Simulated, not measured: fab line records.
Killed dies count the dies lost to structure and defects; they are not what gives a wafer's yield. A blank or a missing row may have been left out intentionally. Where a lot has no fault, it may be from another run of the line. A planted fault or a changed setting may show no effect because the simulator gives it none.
Comparing a struck lot with a sound one | flow sky130 | 18 out of 708 route steps
Sound: these wafers, L100.3, L100.4, L100.5. The struck wafers were L997.1, L997.3, L997.5. Last of all comes the cause.
Per side, at each step with rows, come the tool, then ch with its chambers, and then its first start. Under that, the readings that differ: sound wafers | struck wafers | difference of the means | sigmas: that difference in standard deviations of wafers without a fault.
alike: words and numbers the same on both sides, and readings whose means are apart by under 2 such deviations; not compared: readings that were withheld, readings missing a value for some wafer, numbers with overlapping values and no deviation given by the record, and bounds like >300 which may hide the same value.
The two part at a step that has a row with sigmas, a row that says differs or no value, or rows on one side only. Numbers that have no deviation but don't overlap get no sigmas and don't part them. A reading missing from all wafers of one side parts the sides only when that side holds two or more wafers.

first, 1 step without rows for these wafers: SKY_VT_ADJUST_PCH_IMPLANT_08.
SKY_VT_ADJUST_PCH_STRIP_09: strips in O2/N2.
  sound on plasma_asher-02 ch 0,1, day 17 05:33; struck on plasma_asher-04 ch 0,1, day 15 13:16
  reading                      | sound             | struck            | difference | sigmas
  strip_time_to_endpoint_s (s) | 36.91 37.05 36.97 | 36.81 36.79 36.72 | -0.20      | -2
  alike: drypump_motor_current_A, n2_flow_sccm, oes_product_au
  not compared: rf_hours_counter_h
SKY_VT_ADJUST_PCH_TW_MEAS_10:
  sound on film_metro-01 at day 17 05:38; struck on film_metro-01 at day 15 13:22
  alike: VT_ADJUST_PCH_TW
then, 7 steps without rows for these wafers: SKY_SONOS_TUNNEL_DEHYDRATE_00 (time 60 s); SKY_SONOS_TUNNEL_HMDS_01 (prime time 60 s); SKY_SONOS_TUNNEL_COAT_02 (resist thk 1140 nm); SKY_SONOS_TUNNEL_SOFTBAKE_03 (time 60 s); SKY_SONOS_TUNNEL_EXPOSE_04 (exposes mask TUNM, target cd 410 nm); SKY_SONOS_TUNNEL_PEB_05; SKY_SONOS_TUNNEL_DEVELOP_06 (develop time 60 s).
SKY_SONOS_TUNNEL_CD_MEAS_07: the cd target is 410 nm.
  sound on cd_sem-01 at day 18 11:58; struck on cd_sem-01 at day 16 17:32
  alike: cd_nm
SKY_SONOS_TUNNEL_OVL_MEAS_08:
  sound on overlay-02 at day 18 12:04; struck on overlay-01 at day 16 17:40
  alike: SONOS_TUNNEL_OVL
SKY_SONOS_TUNNEL_IMPLANT_09:
  sound on implanter-04 ch 0, day 18 12:08; struck on implanter-03 ch 0, day 16 17:41
  reading            | sound                 | struck                        | difference | sigmas
  dose_ions_cm2      | 1e+12 1e+12 9.997e+11 | 3.395e+11 3.405e+11 3.398e+11 | -6.600e+11 | -99 or more
  faraday_current_uA | 5.77 5.58 5.56        | 1.98 1.92 1.89                | -3.71      | -34
  alike: end_station_pressure_torr
then, 2 steps without rows for these wafers: SKY_SONOS_TUNNEL_WET_ETCH_10 (etches SiO2 in dHF, target depth 14 nm, time 280 s); SKY_SONOS_TUNNEL_STRIP_11 (strips in SPM, time 600 s).
SKY_SONOS_TUNNEL_TW_MEAS_12:
  sound on film_metro-02 at day 18 12:31; struck on film_metro-02 at day 16 18:07
  reading         | sound             | struck            | difference | sigmas
  SONOS_TUNNEL_TW | 198.1 198.9 198.3 | 147.1 146.0 145.8 | -52.1      | -53
then, 1 step without rows for these wafers: SKY_SONOS_TUNNEL_CLEAN_13 (cleans in dHF, time 20 s).
-- record jumps: 33 days separate the struck wafers' starts on either side; left off in module SONOS_TUNNEL, taken up again in module PAD_OPEN, whose first shown step is the route's number 708 --
SKY_PAD_OPEN_PROBE_99:
  sound on prober-01 at day 50 18:58; struck on prober-02 at day 49 16:49
  reading                                     | sound                   | struck                  | difference | sigmas
  model.etest.tip_sonos.rs_ohm_sq             | 2628 2650 2678          | 2564 2552 2540          | -100       |
  model.etest.sonos_uncharged.r_on_ohm_um     | 799.1 801.6 819.7       | 773.7 748.7 770.8       | -42.4      |
  model.etest.sonos_programmed.off_log10_a_um | -13.94 -13.88 -13.98    | -12.37 -12.03 -11.45    | +1.98      |
  model.etest.sonos_programmed.vt_v (V)       | 1.443 1.358 1.395       | 1.249 1.225 1.116       | -0.202     |
  model.etest.sonos_uncharged.vt_v (V)        | -0.4362 -0.4237 -0.3824 | -0.6052 -0.6692 -0.5579 | -0.1967    |
  model.etest.sonos_baked.vt_v (V)            | 0.8924 0.8694 0.9565    | 0.7333 0.7509 0.7528    | -0.1604    |
  model.etest.sonos_erased.vt_v (V)           | -2.29 -2.241 -2.239     | -2.383 -2.425 -2.345    | -0.128     |
  alike: killed_at_M0_to_M3, killed_at_M4_up, killed_at_contacts, killed_at_front_end, killed_at_other, killed_dies, killed_open, killed_short

== WHERE THEY PART ==
At SKY_VT_ADJUST_PCH_STRIP_09 first; at SKY_SONOS_TUNNEL_TW_MEAS_12 last (within this record only). Later steps at which nothing parts them and some readings are alike: SKY_PAD_OPEN_PROBE_99.

WHY: what had been put in by the simulator
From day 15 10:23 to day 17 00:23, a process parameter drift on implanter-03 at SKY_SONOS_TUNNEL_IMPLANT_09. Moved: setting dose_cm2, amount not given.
